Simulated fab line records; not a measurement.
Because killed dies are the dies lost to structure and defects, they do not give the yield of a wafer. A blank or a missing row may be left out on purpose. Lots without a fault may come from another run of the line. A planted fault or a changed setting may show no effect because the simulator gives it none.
Code-filled problem report in 8D (eight disciplines) form / flow gf180mcu / the parts of the form that need people (team, actions taken, sign-off) are left out

== 1. WHAT IS WRONG ==
rf_fwd_power_W at GF_HV_LDD_ETCHBACK_58 reads a mean of 461.4 W on 6 wafers of 2 lots; wafers without a fault read 397.6 W with a standard deviation of 1.3. That is +49 standard deviations from the usual mean.
The step: etches Si3N4 in CH3F/O2, stops on SiO2, time 100 s, target depth 90 nm.
The first sign was on wafer L569.2 at day 19 02:26, on rie_diel-02. Wafers with a number at this step in the record: 39, from 13 lots. The rule behind "out" and "out of limits": a value lying over 4 standard deviations away from the usual mean. All remaining wafers that have a number are taken as sound.

== 2. WHAT IT IS AND WHAT IT IS NOT ==
question=which readings at this step | is=rf_fwd_power_W | is not=drypump_motor_current_A, throttle_valve_pct
question=which lots | is=L569, L570 | is not=L550, L551, L553, L554, L556, L557, L558, L560, L571, L572, L573
question=which wafers of those lots | is=all that have a number | is not=-
question=read on which tools | is=rie_diel-02 | is not=rie_diel-01, rie_diel-04
question=when | is=from day 19 02:26 | is not=up to then (24 sound wafers); but 9 sound wafers of L571, L572, L573 came after

== 3. SUSPECTS, AND WHAT RULES EACH OUT ==
Counting: a tool stays on the suspect list if, at a process step up to the reading, it processed all lots that are out and no sound lot following the first of them.
- rie_diel-02 at GF_HV_LDD_ETCHBACK_58 (etches Si3N4 in CH3F/O2, stops on SiO2, time 100 s, target depth 90 nm): kept. It ran every lot that is out, first L569 (day 19 02:26), and no sound lot after that; its last sound lot up to then is L560 (day 15 22:50). Out on those wafers are its own readings of rf_fwd_power_W.
Left after counting: rie_diel-02 at GF_HV_LDD_ETCHBACK_58.

== 4. THE CAUSE (what the simulator had put in) ==
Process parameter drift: rie_diel-02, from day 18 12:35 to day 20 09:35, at GF_HV_LDD_ETCHBACK_58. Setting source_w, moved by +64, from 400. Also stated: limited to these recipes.
Counting left only this tool.

== 5. SEQUENCE OF EFFECTS, ordered by route ==
Each row: a reading whose mean over the struck wafers that have a number lies more than 3 standard deviations from the usual. Scope: only readings with a usual standard deviation given in the record; hours: median across lots of the time from each lot's start at the first step in this table that gives one to its start at this step; sigmas: change in usual standard deviations.
hours=0; step=GF_HV_LDD_ETCHBACK_58; reading=rf_fwd_power_W; usual=397.6 W; on struck wafers=461.4; change=+63.8; sigmas=+49
The process steps in it:
- GF_HV_LDD_ETCHBACK_58: etches Si3N4 in CH3F/O2, stops on SiO2, time 100 s, target depth 90 nm.

== 6. HOW IT WOULD HAVE BEEN CAUGHT EARLIER ==
In this record the first reading out of limits was taken at day 19 02:26, 14 hours after the fault began at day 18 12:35.
